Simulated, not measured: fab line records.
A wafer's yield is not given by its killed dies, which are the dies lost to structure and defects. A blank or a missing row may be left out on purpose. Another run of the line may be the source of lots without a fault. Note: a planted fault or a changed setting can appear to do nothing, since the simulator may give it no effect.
A struck lot beside a sound one :: flow gf180mcu :: 31 steps out of a route of 602
Sound: these wafers, L825.4, L825.5, L825.6. Struck: wafer L816.3 (L816.4, L816.5, from the same lot, were not struck and are left out); the cause is given at the end.
At each step with rows: each side's tool, then ch and its chambers, then its first start. Under that, the readings that differ: sound wafers :: struck wafers :: difference of the means :: sigmas: that difference in standard deviations of wafers without a fault.
alike: readings whose means differ by less than 2 such deviations, and words and numbers that are the same on both sides. not compared: withheld readings, readings that some wafer has no value for, bounds like >300 that may hide the same value, and numbers for which the record gives no deviation and whose values overlap.
The two part at a step that has a row with sigmas, a row that says differs or no value, or rows on one side only. Non-overlapping numbers with no deviation appear without sigmas and do not part them. A reading that every wafer of one side lacks parts them only if that side has two wafers or more.

first, 9 steps without rows for these wafers: GF_M2_SOFTBAKE_10 (time 60 s); GF_M2_EXPOSE_11 (exposes mask Metal2, target cd 280 nm); GF_M2_PEB_12 (peb time 90 s); GF_M2_DEVELOP_13 (develop time 60 s); GF_M2_METAL_ETCH_16 (etches the open film in Cl2/BCl3, stops on SiO2, target depth 627.5 nm, time 104.6 s); GF_M2_STRIP_17 (strips in O2/N2); GF_M2_STRIP_18 (strips in post etch residue remover, time 1200 s); GF_M2_CLEAN_19 (cleans in DIW); GF_V2_CVD_00 (deposits SiO2, target thk 600 nm, time 100 s).
GF_V2_CVD_02: deposits SiO2 from TEOS, target thk 850 nm, time 94.851 s.
  sound on pecvd-03 ch 0,1,2, day 24 23:10; struck on pecvd-02 ch 0, day 22 03:14
reading: model.SiO2_of_V2_CVD_02.thk nm (nm)
sound: 863.1 850.4 865
struck: 271.6
difference: -587.9
sigmas: 
  alike: heater power w
GF_V2_THK_MEAS_03:
  sound on film metro-01 at day 24 23:13; struck on film metro-04 at day 22 03:33
reading: V2_CVD_02_THK (nm)
sound: 863 851 865
struck: 271
difference: -589
sigmas: -54
  not compared: hold
GF_V2_CMP_04: polishes SiO2.
  sound on cmp-02 ch 0,1,3, day 24 23:24; struck on cmp-02 ch 2, day 22 05:49
reading: hold
sound: - - -
struck: await dispo/2.2h/release
difference: no value on the sound wafers
sigmas: 

reading: time to endpoint s (s)
sound: 89 84 87
struck: 12
difference: -75
sigmas: -15
  alike: edge zone pressure frac, motor current A, retaining ring pressure frac
GF_V2_BOW_MEAS_05:
  sound on film metro-02 at day 24 23:37; struck on film metro-01 at day 22 06:26
  not compared: hold, V2_BOW
then, 8 steps without rows for these wafers: GF_V2_HMDS_07 (prime time 60 s); GF_V2_COAT_08; GF_V2_COAT_09 (resist thk 1000 nm); GF_V2_SOFTBAKE_10 (time 60 s); GF_V2_EXPOSE_11 (exposes mask Via2, target cd 260 nm); GF_V2_PEB_12 (peb time 90 s); GF_V2_DEVELOP_13 (develop time 60 s); GF_V2_ETCH_16 (etches BARC in N2/H2).
GF_V2_ETCH_17: etches SiO2 in C4F8/O2/Ar, stops on TiN, target depth 630 nm.
  sound on rie diel-03 ch 0,1,2; struck on rie diel-01 ch 3
reading: oes product au (a.u.)
sound: 0.852 0.853 0.852
struck: 0.583
difference: -0.269
sigmas: -59

reading: model.V2.feature depth nm (nm)
sound: 632.5 631.7 631
struck: 271.6
difference: -360.1
sigmas: 

reading: model.etch.depth nm (nm)
sound: 632.5 631.7 631
struck: 271.6
difference: -360.1
sigmas: 
then, 6 steps without rows for these wafers: GF_V2_STRIP_18 (strips in O2/N2); GF_V2_STRIP_19 (strips in post etch residue remover, time 1200 s); GF_V2_CLEAN_20 (cleans in DIW); GF_V2_SPUTTER_21 (material Ti, target thk 15 nm, time 80.02 s); GF_V2_SPUTTER_22 (material TiN, target thk 10 nm, time 40 s); GF_V2_CVD_23 (deposits W, target thk 350 nm, time 104.94 s).
GF_V2_CMP_26: polishes, stops on SiO2, t overpolish 15 s, target thk 0 nm.
  sound on cmp-02 ch 0,3, day 25 22:16; struck on cmp-01 ch 0, day 23 03:52
reading: model.SiO2_of_V2_CVD_02.thk nm (nm)
sound: 628.7 627.9 627.3
struck: 267.8
difference: -360.2
sigmas: 
  alike: edge zone pressure frac, motor current A, overpolish run s, retaining ring pressure frac, time to endpoint s
then, 1 step without rows for these wafers: GF_M3_SPUTTER_00 (material Ti, target thk 37.5 nm, time 150 s).
-- the record jumps here: 8 days lie between the struck wafers' starts before and after (it left off in module M3 and takes up again in module PASSIVATION, whose first step shown is number 602 of the route) --
GF_PASSIVATION_PROBE_99:
  sound on prober-01 at day 33 10:19; struck on prober-01 at day 31 07:23
reading: model.etest.met3 comb.leak log10 a um
sound: -10.7 -12.04 -10.69
struck: -7.134
difference: +4.009
sigmas: 

reading: model.etest.via2 chain.rc ohm
sound: 6.469 6.409 5.935
struck: 5.41
difference: -0.86
sigmas: 

== WHERE THEY PART ==
First at GF_V2_THK_MEAS_03; last, within this record, at GF_V2_ETCH_17. Later steps at which nothing parts them and some readings are alike: GF_V2_CMP_26.

WHY: what had been put in by the simulator
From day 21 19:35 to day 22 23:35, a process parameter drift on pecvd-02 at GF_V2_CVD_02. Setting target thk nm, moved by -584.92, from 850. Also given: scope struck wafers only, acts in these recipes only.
